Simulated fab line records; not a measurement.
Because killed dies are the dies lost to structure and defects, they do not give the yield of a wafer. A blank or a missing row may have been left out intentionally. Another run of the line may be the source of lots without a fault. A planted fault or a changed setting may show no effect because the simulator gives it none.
A struck lot beside a sound one -- flow sky130 -- 43 out of 708 route steps
Sound: the wafers L437.1, L437.4, L437.5. The struck wafers were L449.1, L449.3, L449.5. Last of all comes the cause.
Each step with rows lists, per side, the tool, then ch with its chambers, then its first start. Under that, the readings that differ: sound wafers -- struck wafers -- difference of the means -- sigmas: that difference in standard deviations of wafers without a fault.
alike: same words and numbers on both sides, and readings whose means sit less than 2 such deviations apart. not compared: any withheld reading, any reading some wafer has no value for, any bound like >300 that may hide the same value, and any number with overlapping values for which the record gives no deviation.
Wherever a step has rows on one side only, a row that says differs or no value, or a row with sigmas, the two part there. Non-overlapping numbers with no deviation appear without sigmas and do not part them. Lack of a reading on every wafer of one side parts them only where that side has two or more wafers.

first, 4 steps without rows for these wafers: SKY_LDD_N_SOFTBAKE_03 (time 60 s); SKY_LDD_N_EXPOSE_04 (exposes mask NTM, target cd 840 nm); SKY_LDD_N_PEB_05; SKY_LDD_N_DEVELOP_06 (develop time 60 s).
SKY_LDD_N_OVL_MEAS_07:
  sound on overlay-01, day 18 14:27; struck on overlay-02, day 22 18:03
  alike: LDD_N_OVL
then, 7 steps without rows for these wafers: SKY_LDD_N_IMPLANT_08; SKY_LDD_N_IMPLANT_09; SKY_LDD_N_IMPLANT_10; SKY_LDD_N_IMPLANT_11; SKY_LDD_N_IMPLANT_12; SKY_LDD_N_IMPLANT_13; SKY_LDD_N_IMPLANT_14.
SKY_LDD_N_IMPLANT_15:
  sound on implanter-03 ch 0, day 18 15:32; struck on implanter-04 ch 0, day 22 19:08
SKY_LDD_N_STRIP_16: strips in O2/N2.
  sound on plasma_asher-01 ch 0,1, day 18 15:41; struck on plasma_asher-04 ch 0,1, day 22 19:17
  alike: drypump_motor_current_A, o2_flow_sccm, oes_product_au, strip_time_to_endpoint_s
  not compared: rf_hours_counter_h
SKY_LDD_N_TW_MEAS_17:
  sound on film_metro-01, day 18 15:50; struck on film_metro-03, day 22 19:23
  alike: LDD_N_TW
then, 7 steps without rows for these wafers: SKY_LDD_P_DEHYDRATE_00 (time 60 s); SKY_LDD_P_HMDS_01 (prime time 60 s); SKY_LDD_P_COAT_02 (resist thk 1140 nm); SKY_LDD_P_SOFTBAKE_03 (time 60 s); SKY_LDD_P_EXPOSE_04 (exposes mask PSDM, target cd 380 nm); SKY_LDD_P_PEB_05; SKY_LDD_P_DEVELOP_06 (develop time 60 s).
SKY_LDD_P_CD_MEAS_07: the cd target is 380 nm.
  sound on cd_sem-01, day 19 22:13; struck on cd_sem-02, day 24 00:25
  alike: cd_nm
SKY_LDD_P_OVL_MEAS_08:
  sound on overlay-02, day 19 22:20; struck on overlay-01, day 24 00:32
  alike: LDD_P_OVL
next, for these wafers, 1 step has no rows: SKY_LDD_P_IMPLANT_09.
SKY_LDD_P_STRIP_10: strips in O2/N2.
  sound on plasma_asher-04 ch 1, day 19 22:31; struck on plasma_asher-04 ch 0,1, day 24 00:43
  alike: drypump_motor_current_A, o2_flow_sccm, oes_product_au, strip_time_to_endpoint_s
  not compared: rf_hours_counter_h
SKY_LDD_P_TW_MEAS_11:
  sound on film_metro-04, day 19 22:37; struck on film_metro-03, day 24 00:49
  alike: LDD_P_TW
then, 7 steps without rows for these wafers: SKY_LDD_HVN_DEHYDRATE_00 (time 60 s); SKY_LDD_HVN_HMDS_01 (prime time 60 s); SKY_LDD_HVN_COAT_02 (resist thk 300 nm); SKY_LDD_HVN_SOFTBAKE_03 (time 60 s); SKY_LDD_HVN_EXPOSE_04 (exposes mask HVNTM, target cd 700 nm); SKY_LDD_HVN_PEB_05; SKY_LDD_HVN_DEVELOP_06 (develop time 60 s).
SKY_LDD_HVN_OVL_MEAS_07:
  sound on overlay-02, day 21 05:08; struck on overlay-01, day 25 05:13
  alike: LDD_HVN_OVL
next, for these wafers, 1 step has no rows: SKY_LDD_HVN_IMPLANT_08.
SKY_LDD_HVN_STRIP_09: strips in O2/N2.
  sound on plasma_asher-01 ch 0,1, day 21 05:19; struck on plasma_asher-01 ch 0,1, day 25 05:24
  alike: drypump_motor_current_A, o2_flow_sccm, oes_product_au, strip_time_to_endpoint_s
  not compared: rf_hours_counter_h
SKY_LDD_HVN_TW_MEAS_10:
  sound on film_metro-03, day 21 05:25; struck on film_metro-03, day 25 05:30
  alike: LDD_HVN_TW
then, 4 steps without rows for these wafers: SKY_LDD_HVP_DEHYDRATE_00 (time 60 s); SKY_LDD_HVP_HMDS_01 (prime time 60 s); SKY_LDD_HVP_COAT_02 (resist thk 300 nm); SKY_LDD_HVP_SOFTBAKE_03 (time 60 s).
-- record jumps: 24 days separate the struck wafers' starts on either side; left off in module LDD_HVP, taken up again in module PAD_OPEN, whose first shown step is the route's number 708 --
SKY_PAD_OPEN_PROBE_99:
  sound on prober-01, day 46 06:13; struck on prober-02, day 48 22:34
reading,sound,struck,difference,sigmas
model.etest.nfet_01v8_turned.vt_sat_v (V),0.6548 0.6548 0.6488,0.6789 0.676 0.671,+0.0225,
  alike: killed_at_M0_to_M3, killed_at_M4_up, killed_at_contacts, killed_at_front_end, killed_at_other, killed_dies, killed_open, killed_short

WHERE THEY PART
Nowhere in this record.

WHY: what the simulator had put in
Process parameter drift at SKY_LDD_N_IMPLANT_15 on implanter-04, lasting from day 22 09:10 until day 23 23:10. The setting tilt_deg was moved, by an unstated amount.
